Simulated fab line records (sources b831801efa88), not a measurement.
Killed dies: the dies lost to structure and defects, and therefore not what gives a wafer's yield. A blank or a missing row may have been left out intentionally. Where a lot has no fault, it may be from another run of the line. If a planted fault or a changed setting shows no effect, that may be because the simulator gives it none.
Problem report in the 8D (eight disciplines) form, filled by code    flow gf180mcu    the parts of the form that need people (team, actions taken, sign-off) are left out

== 1. PROBLEM STATEMENT ==
Wafers without a fault read 279.8 nm, standard deviation 1; cd nm at GF_M3_CD_MEAS_14 reads a mean of 272.6 nm on 6 wafers belonging to 2 lots. Relative to the usual mean, that is a shift of -7.2 standard deviations.
The step: target cd 280 nm.
First seen on wafer L815.1, day 26 03:55, on cd sem-02. At this step, 36 wafers from 12 lots have a number in the record. Rule for "out" (also "out of limits"): further than 4 standard deviations from the usual mean. The other wafers with a number count as sound.

== 2. WHAT IT IS, AND WHAT IT ISN'T ==
question                     is                      is not
which readings at this step  cd nm                   -
which lots                   L815, L822              L801, L802, L803, L806, L807, L809, L811, L812, L823, L824
which wafers of those lots   all that have a number  -
read on which gauges         cd sem-01, cd sem-02    -
when                         from day 26 03:55       up to then (24 sound wafers); but 6 sound wafers of L823, L824 came after

== 3. THE SUSPECTS, EACH WITH WHAT RULES IT OUT ==
Counting: a tool stays on the suspect list if, at a process step up to the reading, it processed all lots that are out and no sound lot following the first of them.
- the gauge at GF_M3_CD_MEAS_14 is ruled out. 2 gauges (cd sem-01, cd sem-02) read the wafers that are out.
- litho track-02 at GF_M3_PEB_12 (peb time 90 s): kept. Every lot that is out went through it, starting with L815 (day 26 03:34), and after that it ran no sound lot; the last sound lot it ran before then is L811 (day 25 02:44). Its own readings are out on those wafers: heater power total W, plate temp C.
After counting, what remains is litho track-02 at GF_M3_PEB_12.

== 4. THE CAUSE (what the simulator had put in) ==
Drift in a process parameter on litho track-02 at GF_M3_PEB_12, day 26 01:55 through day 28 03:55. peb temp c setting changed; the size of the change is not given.
After counting, this tool was the only one left.

== 5. THE CHAIN OF EFFECTS, in route order ==
One row per reading whose mean, taken over the struck wafers that have a number, lies over 3 standard deviations from the usual. Readings are gone through only where the record gives a usual standard deviation; hours: the median, over the lots, of the time from a lot's start at the first step in this table giving one to that lot's start at this step; sigmas: the change measured in usual standard deviations.
hours  step              reading               usual     on struck wafers  change  sigmas
0      GF_M3_PEB_12      heater power total W  85.69 W   88.40             +2.71   +31
0      GF_M3_PEB_12      plate temp C          134.97 C  138.20            +3.23   +23
0      GF_M3_CD_MEAS_14  cd nm                 279.8 nm  272.6             -7.2    -7.2
Here are the process steps it includes:
- GF_M3_PEB_12: peb time 90 s.
Later measuring or inspecting steps at which every struck wafer that the step has a row for has a number for every such reading, and none has moved that far: GF_V3_BOW_MEAS_05.

== 6. HOW IT WOULD HAVE BEEN CAUGHT EARLIER ==
Counted from the fault's start at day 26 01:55, it took 2 hours until the first out-of-limits reading at a measuring or inspecting step in this record, taken at day 26 03:55.
At GF_M3_PEB_12, the tool's own readings (heater power total W, plate temp C) were out on each struck wafer the step has a row for, so an alarm limit on them would have fired on the first such wafer.
L822, from the lots that are out (2), started GF_M3_PEB_12 on litho track-02 later than day 26 03:55. Putting the tool on hold at that point would have spared it.
